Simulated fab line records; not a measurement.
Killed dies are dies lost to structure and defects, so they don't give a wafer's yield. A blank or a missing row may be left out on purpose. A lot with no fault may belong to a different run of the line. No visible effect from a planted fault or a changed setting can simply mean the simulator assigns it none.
One fault seen from 2 desks | flow gf180mcu | each desk holds nothing but its own numbers, with what lay behind them at the end

AT THE TOOL OWNER'S DESK: cvdW-02
The tool's own readings at GF_V1_CVD_23 (deposits W, target thk 350 nm, time 105.05 s): means of the sampled wafers that have a number, for each lot that ran on this tool. Any lot whose mean is over 4 standard deviations away from the usual mean is out of limits and marked OUT; that distance is given in the brackets.
Columns: A = heaterPowerW at GF_V1_CVD_23, usual 822 W
lot  | first seen here | A
L932 | day 18 04:25    | 822
L934 | day 19 09:02    | 810
L936 | day 20 06:04    | 817
L944 | day 22 21:52    | 810
L945 | day 23 09:23    | 910
This desk found nothing out of limits on any of the 5 lots.

FROM THE METROLOGY DESK
What the gauges read for every lot (on any tool): the sampled wafers with a number, averaged. Any lot whose mean is over 4 standard deviations away from the usual mean is out of limits and marked OUT; that distance is given in the brackets.
Columns: A = V1_CVD_00_THK at GF_V1_THK_MEAS_01, usual 597 nm; B = V1_W_RS at GF_V1_RS_MEAS_24, usual 0.332 ohm/sq; C = V1_W_THK at GF_V1_THK_MEAS_25, usual 354 nm
lot  | first seen here | A   | B               | C
L932 | day 17 03:44    | 598 | 0.332           | 354
L933 | day 18 00:10    | 595 | 0.332           | 355
L934 | day 18 06:58    | 596 | 0.332           | 355
L935 | day 18 13:43    | 596 | 0.331           | 355
L936 | day 19 03:49    | 601 | 0.334           | 358
L938 | day 20 02:33    | 600 | 0.330           | 355
L944 | day 21 21:01    | 593 | 0.443 (+32) OUT | 263 (-20) OUT
L945 | day 22 08:42    | 593 | 0.445 (+32) OUT | 263 (-20) OUT
L951 | day 24 05:22    | 597 | 0.326           | 358
L955 | day 25 12:25    | 587 | 0.330           | 360
This desk's finding: out of limits on L944, L945; first on L944, day 22 22:01 (V1_W_RS at GF_V1_RS_MEAS_24). L932, L933, L934, L935, L936, L938, L951, L955 stayed within limits.

ALL TOGETHER
On L944, L945, the metrology desk was in a position to raise an alarm at day 22 22:01.
Nothing out of limits was seen by the tool owner's desk.
Tool owner's desk: L944, L945 on record, inside its limits.
On cvdW-02, each named lot ran GF_V1_CVD_23.

WHAT THE SIMULATOR HAD INSERTED
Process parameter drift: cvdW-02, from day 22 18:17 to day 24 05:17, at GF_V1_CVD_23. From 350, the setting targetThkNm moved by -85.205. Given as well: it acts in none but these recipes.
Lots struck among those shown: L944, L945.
Time in hours between the start of the fault and the first out-of-limits reading at each desk: metrology desk, 4.
